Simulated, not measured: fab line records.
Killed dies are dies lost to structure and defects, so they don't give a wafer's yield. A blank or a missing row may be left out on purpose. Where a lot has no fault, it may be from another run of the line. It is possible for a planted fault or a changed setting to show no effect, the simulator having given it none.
What tool caused it? + flow sky130 + 24 lots, 72 wafers sampled, at 4 steps of a route of 708

== WHAT THE GAUGES READ, wafer by wafer ==
SKY_LDD_HVP_OVL_MEAS_07.
| lot  | measured     | on         | LDD_HVP_OVL (nm) |
|------|--------------|------------|------------------|
| L074 | day 21 13:50 | overlay-02 | 2.7 2.8 3.5      |
| L076 | day 22 02:53 | overlay-02 | 1.6 0.3 1.5      |
| L075 | day 22 03:30 | overlay-01 | 1.4 2.3 2.1      |
| L077 | day 22 16:14 | overlay-01 | 1.1 0.9 -0.7     |
| L078 | day 23 07:36 | overlay-02 | -1.3 -0.5 -0.5   |
| L079 | day 23 11:17 | overlay-02 | 0.5 0.5 -0.1     |
| L080 | day 23 14:32 | overlay-01 | 1.3 2.6 1.9      |
| L081 | day 24 00:02 | overlay-01 | 1.6 1.4 2.3      |
| L082 | day 24 12:00 | overlay-01 | 1.7 0.0 0.6      |
| L083 | day 24 20:55 | overlay-02 | 1.7 1.7 2.2      |
| L084 | day 25 06:52 | overlay-02 | 3.2 2.0 2.1      |
| L085 | day 25 11:11 | overlay-02 | -0.4 0.2 -0.9    |
| L086 | day 26 01:14 | overlay-02 | 0.3 1.8 1.1      |
| L087 | day 26 06:34 | overlay-01 | 1.9 2.8 2.2      |
| L088 | day 26 19:59 | overlay-01 | 1.8 3.2 2.6      |
| L089 | day 27 19:14 | overlay-02 | 0.0 -1.5 1.6     |
| L090 | day 27 22:30 | overlay-02 | 0.1 0.2 0.1      |
| L092 | day 28 08:38 | overlay-01 | 0.4 1.0 1.5      |
| L091 | day 28 12:49 | overlay-02 | 2.1 1.0 0.6      |
| L093 | day 28 14:25 | overlay-02 | 1.0 -0.2 -0.9    |
| L094 | day 29 00:18 | overlay-01 | 3.7 3.5 3.8      |
| L096 | day 29 08:44 | overlay-01 | 1.7 2.0 1.1      |
| L095 | day 29 09:47 | overlay-02 | 2.1 2.0 0.1      |
| L097 | day 29 15:58 | overlay-02 | 0.6 1.3 1.0      |

SKY_SD_N_CD_MEAS_07: the cd target is 380 nm.
| lot  | measured     | on        | cd nm (nm)        |
|------|--------------|-----------|-------------------|
| L074 | day 27 21:53 | cd sem-02 | 380.2 376.6 382.1 |
| L076 | day 28 10:22 | cd sem-01 | 380.8 380.8 382.3 |
| L075 | day 28 10:33 | cd sem-02 | 381.2 381.3 380.9 |
| L077 | day 28 22:17 | cd sem-01 | 380.1 382.6 382.5 |
| L078 | day 29 11:30 | cd sem-02 | 378.1 379.1 376.9 |
| L079 | day 29 15:03 | cd sem-02 | 376.9 377.1 379.1 |
| L080 | day 29 17:56 | cd sem-01 | 379.1 382.9 379.5 |
| L081 | day 30 02:24 | cd sem-02 | 378.9 380.1 379.4 |
| L082 | day 30 14:26 | cd sem-02 | 379.1 376.9 380.6 |
| L083 | day 30 23:34 | cd sem-02 | 382.0 382.4 381.7 |
| L084 | day 31 06:29 | cd sem-02 | 378.1 376.5 378.6 |
| L085 | day 31 14:07 | cd sem-01 | 379.9 378.8 379.2 |
| L086 | day 32 01:14 | cd sem-02 | 378.9 381.5 380.4 |
| L087 | day 32 06:20 | cd sem-02 | 379.9 376.8 377.6 |
| L088 | day 32 17:44 | cd sem-01 | 377.6 378.4 379.7 |
| L089 | day 33 15:29 | cd sem-02 | 381.7 380.4 381.9 |
| L090 | day 33 19:32 | cd sem-02 | 378.5 378.0 379.1 |
| L092 | day 34 01:01 | cd sem-02 | 380.1 380.6 381.6 |
| L091 | day 34 18:32 | cd sem-01 | 380.1 380.2 381.0 |
| L093 | day 34 19:16 | cd sem-01 | 376.1 373.9 377.8 |
| L094 | day 34 18:56 | cd sem-01 | 377.6 381.4 379.7 |
| L096 | day 35 01:17 | cd sem-02 | 379.4 379.9 380.9 |
| L095 | day 35 01:35 | cd sem-01 | 376.0 378.8 378.1 |
| L097 | day 35 08:55 | cd sem-01 | 382.6 381.7 382.9 |

SKY_VIA2_CD_MEAS_12: the cd target is 200 nm.
| lot  | measured     | on        | cd nm (nm)        |
|------|--------------|-----------|-------------------|
| L074 | day 36 10:50 | cd sem-02 | 200.9 200.5 200.4 |
| L076 | day 36 19:25 | cd sem-02 | 201.1 201.8 201.5 |
| L075 | day 36 20:12 | cd sem-01 | 199.3 200.1 199.8 |
| L077 | day 37 00:41 | cd sem-02 | 199.9 197.7 198.3 |
| L078 | day 37 19:44 | cd sem-01 | 200.2 200.3 201.2 |
| L079 | day 37 20:55 | cd sem-01 | 201.4 201.1 200.8 |
| L080 | day 38 01:41 | cd sem-02 | 202.5 202.6 202.0 |
| L081 | day 38 03:35 | cd sem-01 | 199.1 199.7 199.1 |
| L082 | day 38 22:07 | cd sem-02 | 199.6 200.8 201.1 |
| L083 | day 39 03:41 | cd sem-02 | 198.8 198.8 199.5 |
| L084 | day 39 07:29 | cd sem-02 | 198.5 197.6 197.6 |
| L085 | day 39 16:50 | cd sem-02 | 199.7 199.6 200.2 |
| L086 | day 40 03:46 | cd sem-02 | 198.5 199.0 198.7 |
| L087 | day 40 07:02 | cd sem-01 | 200.8 202.7 201.1 |
| L088 | day 40 16:20 | cd sem-01 | 198.9 199.2 198.4 |
| L089 | day 41 13:22 | cd sem-01 | 200.4 201.3 201.8 |
| L090 | day 41 16:25 | cd sem-01 | 199.6 199.4 198.9 |
| L092 | day 41 22:20 | cd sem-01 | 197.7 197.9 197.4 |
| L091 | day 42 13:52 | cd sem-01 | 199.6 198.7 199.4 |
| L093 | day 42 16:29 | cd sem-02 | 198.7 198.9 198.3 |
| L094 | day 42 14:11 | cd sem-01 | 199.0 200.5 198.3 |
| L096 | day 42 20:22 | cd sem-02 | 199.3 199.9 200.0 |
| L095 | day 42 20:37 | cd sem-02 | 201.4 201.9 203.2 |
| L097 | day 43 00:44 | cd sem-01 | 198.9 198.5 199.2 |

== WHAT TOOL EACH LOT RAN ON (gives the tool, then ch and the chambers of the sampled wafers, and finally the start) ==
| lot  | SKY_CONTACT_CMP_04            |
|------|-------------------------------|
| L074 | cmp-01 ch 2,3, day 30 18:17   |
| L076 | cmp-01 ch 1,2,3, day 30 23:46 |
| L075 | cmp-02 ch 0,1,3, day 31 00:01 |
| L077 | cmp-02 ch 0,3, day 31 07:25   |
| L078 | cmp-01 ch 0,2,3, day 32 00:48 |
| L079 | cmp-01 ch 0,1,2, day 32 02:26 |
| L080 | cmp-02 ch 1,2, day 32 06:27   |
| L081 | cmp-01 ch 2,3, day 32 10:32   |
| L082 | cmp-02 ch 0,1,2, day 33 04:14 |
| L083 | cmp-01 ch 0,3, day 33 10:32   |
| L084 | cmp-02 ch 2,3, day 33 15:30   |
| L085 | cmp-02 ch 0,2,3, day 34 00:01 |
| L086 | cmp-02 ch 1,2,3, day 34 10:22 |
| L087 | cmp-01 ch 0,2, day 34 16:31   |
| L088 | cmp-02 ch 1,2,3, day 35 02:23 |
| L089 | cmp-01 ch 2,3, day 36 00:34   |
| L090 | cmp-01 ch 2,3, day 36 04:24   |
| L092 | cmp-02 ch 2,3, day 36 10:35   |
| L091 | cmp-01 ch 0,1,3, day 37 02:35 |
| L093 | cmp-01 ch 1,2, day 37 03:55   |
| L094 | cmp-02 ch 0,3, day 37 03:55   |
| L096 | cmp-01 ch 1,2,3, day 37 09:47 |
| L095 | cmp-02 ch 0,1, day 37 10:32   |
| L097 | cmp-01 ch 0,1,2, day 37 15:56 |
- SKY_CONTACT_CMP_04: polishes SiO2.

== AS READ BY THE TOOLS THEMSELVES (means over the sampled wafers that have a number; for cases with no such wafer, the mark the record gives instead) ==
SKY_CONTACT_CMP_04.
| lot  | tool   | edge zone pressure frac | head pressure psi (psi) | motor current A (A) | time to endpoint s (s) |
|------|--------|-------------------------|-------------------------|---------------------|------------------------|
| L074 | cmp-01 | 1.001                   | 4.006                   | 13.6                | 78                     |
| L076 | cmp-01 | 0.999                   | 3.996                   | 13.6                | 78                     |
| L075 | cmp-02 | 0.995                   | 3.994                   | 11.7                | 82                     |
| L077 | cmp-02 | 0.999                   | 3.998                   | 13.1                | 80                     |
| L078 | cmp-01 | 0.997                   | 3.999                   | 13.1                | 83                     |
| L079 | cmp-01 | 0.999                   | 3.991                   | 13.1                | 82                     |
| L080 | cmp-02 | 1.001                   | 3.998                   | 10.2                | 84                     |
| L081 | cmp-01 | 0.999                   | 4.003                   | 13.0                | 82                     |
| L082 | cmp-02 | 1.001                   | 4.003                   | 11.5                | 86                     |
| L083 | cmp-01 | 0.996                   | 4.002                   | 14.0                | 80                     |
| L084 | cmp-02 | 1.002                   | 3.997                   | 10.1                | 83                     |
| L085 | cmp-02 | 1.003                   | 3.999                   | 11.9                | 79                     |
| L086 | cmp-02 | 0.999                   | 4.004                   | 10.4                | 86                     |
| L087 | cmp-01 | 0.999                   | 4.002                   | 12.6                | 84                     |
| L088 | cmp-02 | 1.001                   | 3.998                   | 10.4                | 81                     |
| L089 | cmp-01 | 0.998                   | 4.004                   | 13.4                | 82                     |
| L090 | cmp-01 | 1.000                   | 3.996                   | 12.5                | 86                     |
| L092 | cmp-02 | 1.002                   | 4.002                   | 10.5                | 79                     |
| L091 | cmp-01 | 0.996                   | 3.996                   | 13.8                | 80                     |
| L093 | cmp-01 | 0.999                   | 4.002                   | 13.1                | 80                     |
| L094 | cmp-02 | 0.996                   | 4.000                   | 12.7                | 76                     |
| L096 | cmp-01 | 0.997                   | 3.992                   | 13.2                | 77                     |
| L095 | cmp-02 | 0.995                   | 3.996                   | 13.1                | 77                     |
| L097 | cmp-01 | 0.999                   | 3.995                   | 12.9                | 83                     |

== THE ANSWER, worked out from the rows above alone ==
Rule: what is usual is taken from the lots themselves. Put in order of their means at a reading, lots are off if they are a third of the lots or fewer, leave a main group of 4 or more, and stand apart from it by a gap of 3 or more times the standard deviation of the main group's means; of several such gaps the widest counts. If all means in a main group match to the digits the tables above print for the reading, that group is not used. A lot without any number at a reading at which 4 lots or more have one is off too. The other lots that the step has rows for count as sound. The gauges are gone through in route order, then the tools' own readings, and for those a lot's mean is taken as printed above. At the first step where some lot is off, the reading lying furthest off is the one used; lots without a number count as furthest.
No lot is off on any of the readings shown, so nothing can be concluded from this.

== WHAT THE SIMULATOR HAD INSERTED ==
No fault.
